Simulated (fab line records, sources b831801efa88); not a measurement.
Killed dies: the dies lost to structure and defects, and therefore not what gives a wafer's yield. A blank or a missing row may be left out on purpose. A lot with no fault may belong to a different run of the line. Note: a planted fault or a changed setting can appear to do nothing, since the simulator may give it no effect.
What tool caused it? || flow gf180mcu || Sampling: 13 lots, 39 wafers, 6 of 602 route steps

WHAT THE GAUGES SHOWED, per wafer
GF_NWELL_OVL_MEAS_07. Usual: NWELL_OVL 0.2 nm, standard deviation 1.3.
{"lot": "L918", "measured": "day 3 08:37", "on": "overlay-01", "NWELL_OVL (nm)": "0.8 0.9 0.5", "flag": ""}
{"lot": "L919", "measured": "day 3 12:52", "on": "overlay-02", "NWELL_OVL (nm)": "0.9 1.8 0.5", "flag": ""}
{"lot": "L920", "measured": "day 3 18:40", "on": "overlay-02", "NWELL_OVL (nm)": "1.8 1.3 -0.5", "flag": ""}
{"lot": "L921", "measured": "day 3 22:44", "on": "overlay-02", "NWELL_OVL (nm)": "-0.3 0.2 -0.9", "flag": ""}
{"lot": "L923", "measured": "day 4 10:29", "on": "overlay-02", "NWELL_OVL (nm)": "-1.5 -1.5 -0.9", "flag": ""}
{"lot": "L927", "measured": "day 5 08:37", "on": "overlay-02", "NWELL_OVL (nm)": "0.8 2.3 -1.1", "flag": ""}
{"lot": "L928", "measured": "day 5 14:08", "on": "overlay-02", "NWELL_OVL (nm)": "-1.0 0.9 1.2", "flag": ""}
{"lot": "L932", "measured": "day 6 10:58", "on": "overlay-02", "NWELL_OVL (nm)": "-1.1 -0.9 -2.4", "flag": ""}
{"lot": "L933", "measured": "day 6 19:11", "on": "overlay-02", "NWELL_OVL (nm)": "-0.5 -0.4 -0.8", "flag": ""}
{"lot": "L935", "measured": "day 7 03:49", "on": "overlay-02", "NWELL_OVL (nm)": "-0.3 -1.0 -0.2", "flag": ""}
{"lot": "L936", "measured": "day 7 10:17", "on": "overlay-01", "NWELL_OVL (nm)": "-0.6 -1.5 -0.7", "flag": ""}
{"lot": "L937", "measured": "day 7 15:16", "on": "overlay-02", "NWELL_OVL (nm)": "0.4 0.3 1.3", "flag": ""}
{"lot": "L938", "measured": "day 7 21:01", "on": "overlay-01", "NWELL_OVL (nm)": "1.7 2.8 1.2", "flag": ""}

GF_LVPWELL_TW_MEAS_11. Usual: LVPWELL_TW 557, standard deviation 6.2.
{"lot": "L918", "measured": "day 3 21:52", "on": "filmMetro-01", "LVPWELL_TW": "560 561 561", "flag": ""}
{"lot": "L919", "measured": "day 4 01:45", "on": "filmMetro-01", "LVPWELL_TW": "565 564 566", "flag": ""}
{"lot": "L920", "measured": "day 4 08:18", "on": "filmMetro-01", "LVPWELL_TW": "564 562 561", "flag": ""}
{"lot": "L921", "measured": "day 4 12:56", "on": "filmMetro-04", "LVPWELL_TW": "556 556 552", "flag": ""}
{"lot": "L923", "measured": "day 5 00:41", "on": "filmMetro-03", "LVPWELL_TW": "548 553 551", "flag": ""}
{"lot": "L927", "measured": "day 5 23:13", "on": "filmMetro-01", "LVPWELL_TW": "564 566 565", "flag": ""}
{"lot": "L928", "measured": "day 6 05:25", "on": "filmMetro-04", "LVPWELL_TW": "548 550 548", "flag": ""}
{"lot": "L932", "measured": "day 7 03:18", "on": "filmMetro-04", "LVPWELL_TW": "548 549 550", "flag": ""}
{"lot": "L933", "measured": "day 7 11:42", "on": "filmMetro-01", "LVPWELL_TW": "563 560 561", "flag": ""}
{"lot": "L935", "measured": "day 7 20:16", "on": "filmMetro-03", "LVPWELL_TW": "552 556 556", "flag": ""}
{"lot": "L936", "measured": "day 8 03:02", "on": "filmMetro-01", "LVPWELL_TW": "561 559 563", "flag": ""}
{"lot": "L937", "measured": "day 8 08:29", "on": "filmMetro-03", "LVPWELL_TW": "554 552 552", "flag": ""}
{"lot": "L938", "measured": "day 8 15:19", "on": "filmMetro-01", "LVPWELL_TW": "560 560 561", "flag": ""}

GF_VT_IMPLANT_OVL_MEAS_18. Usual: VT_IMPLANT_01_OVL 0.0 nm, standard deviation 1.7.
{"lot": "L918", "measured": "day 6 04:49", "on": "overlay-01", "VT_IMPLANT_01_OVL (nm)": "-0.7 2.2 1.2", "flag": ""}
{"lot": "L919", "measured": "day 6 10:00", "on": "overlay-01", "VT_IMPLANT_01_OVL (nm)": "-2.5 0.4 -3.5", "flag": ""}
{"lot": "L920", "measured": "day 6 17:25", "on": "overlay-02", "VT_IMPLANT_01_OVL (nm)": "0.6 2.2 2.1", "flag": ""}
{"lot": "L921", "measured": "day 6 23:10", "on": "overlay-01", "VT_IMPLANT_01_OVL (nm)": "0.7 1.0 0.0", "flag": ""}
{"lot": "L923", "measured": "day 7 12:14", "on": "overlay-01", "VT_IMPLANT_01_OVL (nm)": "- - -", "flag": "OFF"}
{"lot": "L927", "measured": "day 8 15:40", "on": "overlay-02", "VT_IMPLANT_01_OVL (nm)": "-0.1 -0.1 0.5", "flag": ""}
{"lot": "L928", "measured": "day 8 21:49", "on": "overlay-02", "VT_IMPLANT_01_OVL (nm)": "1.0 -0.2 2.6", "flag": ""}
{"lot": "L932", "measured": "day 9 23:53", "on": "overlay-02", "VT_IMPLANT_01_OVL (nm)": "-3.0 -0.9 -0.5", "flag": ""}
{"lot": "L933", "measured": "day 10 08:40", "on": "overlay-02", "VT_IMPLANT_01_OVL (nm)": "0.8 1.4 -1.7", "flag": ""}
{"lot": "L935", "measured": "day 10 18:50", "on": "overlay-01", "VT_IMPLANT_01_OVL (nm)": "-2.5 -2.1 -1.0", "flag": ""}
{"lot": "L936", "measured": "day 11 02:55", "on": "overlay-01", "VT_IMPLANT_01_OVL (nm)": "-0.2 0.2 0.9", "flag": ""}
{"lot": "L937", "measured": "day 11 08:29", "on": "overlay-01", "VT_IMPLANT_01_OVL (nm)": "4.1 4.2 3.4", "flag": ""}
{"lot": "L938", "measured": "day 11 15:32", "on": "overlay-02", "VT_IMPLANT_01_OVL (nm)": "1.3 1.0 0.3", "flag": ""}

GF_VT_IMPLANT_TW_MEAS_21. Usual: VT_IMPLANT_2_TW 1222, standard deviation 11.
{"lot": "L918", "measured": "day 6 05:06", "on": "filmMetro-01", "VT_IMPLANT_2_TW": "1221 1207 1212", "flag": ""}
{"lot": "L919", "measured": "day 6 10:17", "on": "filmMetro-03", "VT_IMPLANT_2_TW": "1211 1207 1209", "flag": ""}
{"lot": "L920", "measured": "day 6 17:42", "on": "filmMetro-02", "VT_IMPLANT_2_TW": "1211 1221 1216", "flag": ""}
{"lot": "L921", "measured": "day 6 23:28", "on": "filmMetro-01", "VT_IMPLANT_2_TW": "1213 1219 1217", "flag": ""}
{"lot": "L923", "measured": "day 7 12:32", "on": "filmMetro-03", "VT_IMPLANT_2_TW": "30 30 30", "flag": "OFF"}
{"lot": "L927", "measured": "day 8 15:56", "on": "filmMetro-01", "VT_IMPLANT_2_TW": "1215 1214 1218", "flag": ""}
{"lot": "L928", "measured": "day 8 22:06", "on": "filmMetro-02", "VT_IMPLANT_2_TW": "1233 1238 1230", "flag": ""}
{"lot": "L932", "measured": "day 10 00:10", "on": "filmMetro-02", "VT_IMPLANT_2_TW": "1227 1225 1231", "flag": ""}
{"lot": "L933", "measured": "day 10 08:57", "on": "filmMetro-01", "VT_IMPLANT_2_TW": "1225 1224 1226", "flag": ""}
{"lot": "L935", "measured": "day 10 19:07", "on": "filmMetro-03", "VT_IMPLANT_2_TW": "1200 1204 1199", "flag": ""}
{"lot": "L936", "measured": "day 11 03:13", "on": "filmMetro-03", "VT_IMPLANT_2_TW": "1196 1199 1206", "flag": ""}
{"lot": "L937", "measured": "day 11 08:46", "on": "filmMetro-02", "VT_IMPLANT_2_TW": "1237 1237 1234", "flag": ""}
{"lot": "L938", "measured": "day 11 15:50", "on": "filmMetro-01", "VT_IMPLANT_2_TW": "1222 1218 1218", "flag": ""}

GF_VT_IMPLANT_TW_MEAS_32. Usual: VT_IMPLANT_3_TW 270, standard deviation 3.
{"lot": "L918", "measured": "day 6 20:24", "on": "filmMetro-02", "VT_IMPLANT_3_TW": "270 271 271", "flag": ""}
{"lot": "L919", "measured": "day 7 01:57", "on": "filmMetro-03", "VT_IMPLANT_3_TW": "266 267 266", "flag": ""}
{"lot": "L920", "measured": "day 7 09:05", "on": "filmMetro-02", "VT_IMPLANT_3_TW": "273 272 272", "flag": ""}
{"lot": "L921", "measured": "day 7 15:13", "on": "filmMetro-01", "VT_IMPLANT_3_TW": "270 270 270", "flag": ""}
{"lot": "L923", "measured": "day 8 05:38", "on": "filmMetro-03", "VT_IMPLANT_3_TW": "1198 1199 1196", "flag": "OFF"}
{"lot": "L927", "measured": "day 9 09:11", "on": "filmMetro-03", "VT_IMPLANT_3_TW": "266 266 266", "flag": ""}
{"lot": "L928", "measured": "day 9 15:14", "on": "filmMetro-02", "VT_IMPLANT_3_TW": "272 273 273", "flag": ""}
{"lot": "L932", "measured": "day 10 18:51", "on": "filmMetro-02", "VT_IMPLANT_3_TW": "271 271 272", "flag": ""}
{"lot": "L933", "measured": "day 11 03:29", "on": "filmMetro-02", "VT_IMPLANT_3_TW": "274 273 274", "flag": ""}
{"lot": "L935", "measured": "day 11 13:35", "on": "filmMetro-02", "VT_IMPLANT_3_TW": "274 274 274", "flag": ""}
{"lot": "L936", "measured": "day 11 21:58", "on": "filmMetro-02", "VT_IMPLANT_3_TW": "273 273 273", "flag": ""}
{"lot": "L937", "measured": "day 12 03:36", "on": "filmMetro-03", "VT_IMPLANT_3_TW": "267 266 265", "flag": ""}
{"lot": "L938", "measured": "day 12 11:30", "on": "filmMetro-02", "VT_IMPLANT_3_TW": "272 272 272", "flag": ""}

WHICH TOOL RAN EACH LOT (tool, then ch and the chambers of the sampled wafers, then the start)
{"lot": "L918", "GF_VT_IMPLANT_EXPOSE_15": "ilineStepper-01 ch 0, day 5 21:22"}
{"lot": "L919", "GF_VT_IMPLANT_EXPOSE_15": "ilineStepper-01 ch 0, day 6 03:13"}
{"lot": "L920", "GF_VT_IMPLANT_EXPOSE_15": "ilineStepper-02 ch 0, day 6 10:07"}
{"lot": "L921", "GF_VT_IMPLANT_EXPOSE_15": "ilineStepper-02 ch 0, day 6 15:36"}
{"lot": "L923", "GF_VT_IMPLANT_EXPOSE_15": "ilineStepper-02 ch 0, day 7 04:37"}
{"lot": "L927", "GF_VT_IMPLANT_EXPOSE_15": "ilineStepper-02 ch 0, day 8 07:31"}
{"lot": "L928", "GF_VT_IMPLANT_EXPOSE_15": "ilineStepper-02 ch 0, day 8 13:16"}
{"lot": "L932", "GF_VT_IMPLANT_EXPOSE_15": "ilineStepper-01 ch 0, day 9 14:38"}
{"lot": "L933", "GF_VT_IMPLANT_EXPOSE_15": "ilineStepper-01 ch 0, day 10 00:04"}
{"lot": "L935", "GF_VT_IMPLANT_EXPOSE_15": "ilineStepper-02 ch 0, day 10 09:20"}
{"lot": "L936", "GF_VT_IMPLANT_EXPOSE_15": "ilineStepper-02 ch 0, day 10 18:18"}
{"lot": "L937", "GF_VT_IMPLANT_EXPOSE_15": "ilineStepper-02 ch 0, day 10 23:20"}
{"lot": "L938", "GF_VT_IMPLANT_EXPOSE_15": "ilineStepper-02 ch 0, day 11 05:59"}
- GF_VT_IMPLANT_EXPOSE_15: exposes mask Nwell LV AREA, target cd 860 nm.

AS READ BY THE TOOLS THEMSELVES (means over the sampled wafers that have a number; for cases with no such wafer, the mark the record gives instead)
The record holds no such reading with a usual standard deviation.

THE ANSWER, worked out from the rows above alone
Rule: take the mean of a lot's wafers that have a number; if it is more than 3 standard deviations from the usual mean, the lot is off. A lot without any number at a reading at which 4 lots or more have one is off too. Where the step has rows for the other lots, those lots are counted as sound. Order of review: gauges by route order, followed by the tools' own readings, for which a lot's mean as printed above is used. The first step at which some lot is off is used, and at that step the reading that is off furthest; a lot without a number counts as furthest.
Off: at GF_VT_IMPLANT_OVL_MEAS_18 (VT_IMPLANT_01_OVL), L923. Without a number there: L923.
A tool fits if, at a process step before that reading, it ran every lot that is off, and no sound lot after the first of them. Not tried: the gauges at GF_VT_IMPLANT_OVL_MEAS_18; whatever is off there is also off at GF_VT_IMPLANT_TW_MEAS_21, on other tools, and gauge error can't account for it. No candidate that was tried fits.

WHAT HAD BEEN PUT IN BY THE SIMULATOR
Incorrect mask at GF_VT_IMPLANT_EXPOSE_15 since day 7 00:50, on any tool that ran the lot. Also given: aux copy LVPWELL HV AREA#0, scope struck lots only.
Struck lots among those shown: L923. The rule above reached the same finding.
